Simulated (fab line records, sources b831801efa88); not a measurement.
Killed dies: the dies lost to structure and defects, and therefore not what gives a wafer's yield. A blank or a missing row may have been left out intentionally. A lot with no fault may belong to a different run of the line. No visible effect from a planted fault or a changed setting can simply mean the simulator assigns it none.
Which of the tools did it?    flow sky130    route of 708 steps, sampled at 1 step: 12 lots, 36 wafers

WHAT THE GAUGES SHOWED, per wafer
SKY_FIELD_ISO_CD_MEAS_13: the cd target is 150 nm.
lot   measured     on         cd nm (nm)
L524  day 2 05:35  cd sem-02  149.1 147.7 147.5
L525  day 2 09:39  cd sem-01  150.0 150.6 150.7
L526  day 2 15:06  cd sem-02  151.8 150.7 149.4
L527  day 2 20:55  cd sem-02  150.3 151.2 149.3
L528  day 3 02:52  cd sem-02  148.7 148.2 148.9
L529  day 3 06:27  cd sem-02  147.2 147.6 147.8
L530  day 3 13:27  cd sem-02  151.2 151.3 149.6
L532  day 3 23:35  cd sem-01  149.2 147.8 147.6
L538  day 5 06:08  cd sem-02  149.5 149.2 151.7
L540  day 5 16:04  cd sem-01  149.0 148.8 149.1
L542  day 6 01:56  cd sem-01  148.6 148.4 149.8
L545  day 6 18:46  cd sem-01  149.4 149.1 148.7

WHICH TOOL RAN EACH LOT (tool, then ch and the chambers of the sampled wafers, then the start)
Record: no process step prior to these readings.

AS READ BY THE TOOLS THEMSELVES (means over the sampled wafers that have a number; for cases with no such wafer, the mark the record gives instead)
The record holds no such reading with a usual standard deviation.

THE ANSWER, worked out from the rows above alone
Rule: the usual values come from the lots themselves. The widest of any qualifying gaps counts: lots, ordered by their means at a reading, are off when they make up no more than a third of the lots, leave a main group of 4 or more, and stand apart from it by 3 or more times the standard deviation of that group's means. A main group is skipped when, at the precision printed for the reading in the tables above, its means are all equal. A lot without any number at a reading at which 4 lots or more have one is off too. All remaining lots with rows at the step are treated as sound. The gauges are gone through in route order, then the tools' own readings, and for those a lot's mean is taken as printed above. The first step at which some lot is off is used, and at that step the reading that is off furthest; a lot without a number counts as furthest.
None of the lots is off at any reading shown; this tells nothing.

WHAT WAS PUT IN BY THE SIMULATOR
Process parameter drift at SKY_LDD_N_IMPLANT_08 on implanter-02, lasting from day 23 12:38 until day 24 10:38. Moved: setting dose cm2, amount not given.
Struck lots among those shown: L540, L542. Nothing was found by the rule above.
